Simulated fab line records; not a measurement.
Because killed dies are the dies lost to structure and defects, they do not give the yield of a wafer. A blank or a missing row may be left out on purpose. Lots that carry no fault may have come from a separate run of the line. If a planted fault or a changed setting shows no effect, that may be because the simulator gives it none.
Which of the tools did it? + flow gf180mcu + 21 wafers sampled from 7 lots at 1 step of a route of 602

== WHAT THE GAUGES SHOWED, per wafer ==
GF_M1_RS_MEAS_05: measures by four-point-probe.
| lot  | measured     | on           | M1_ALCU_RS (ohm/sq)  |
|------|--------------|--------------|----------------------|
| L384 | day 16 08:01 | filmMetro-04 | 0.0703 0.0700 0.0701 |
| L386 | day 17 06:50 | filmMetro-03 | 0.0694 0.0696 0.0702 |
| L392 | day 20 01:35 | filmMetro-03 | 0.0693 0.0696 0.0698 |
| L394 | day 20 07:30 | filmMetro-04 | 0.0707 0.0699 0.0699 |
| L397 | day 21 13:12 | filmMetro-04 | 0.0693 0.0700 0.0698 |
| L401 | day 22 16:53 | filmMetro-03 | 0.0709 0.0702 0.0699 |
| L406 | day 24 09:28 | filmMetro-02 | 0.0693 0.0694 0.0696 |

== EACH LOT AND THE TOOL THAT RAN IT (in order: tool; ch and the chambers of the sampled wafers; start) ==
The record shows no process step preceding these readings.

== THE ANSWER, worked out from the rows above alone ==
Rule: the usual values come from the lots themselves. The widest of any qualifying gaps counts: lots, ordered by their means at a reading, are off when they make up no more than a third of the lots, leave a main group of 4 or more, and stand apart from it by 3 or more times the standard deviation of that group's means. A main group whose means are all the same, to the digits that the tables above print for the reading, isn't used. Also off: a lot with no number at a reading for which 4 or more lots have one. Any other lot the step has rows for is counted as sound.
None of the lots is off at any reading shown; this tells nothing.

== WHAT THE SIMULATOR HAD PUT IN ==
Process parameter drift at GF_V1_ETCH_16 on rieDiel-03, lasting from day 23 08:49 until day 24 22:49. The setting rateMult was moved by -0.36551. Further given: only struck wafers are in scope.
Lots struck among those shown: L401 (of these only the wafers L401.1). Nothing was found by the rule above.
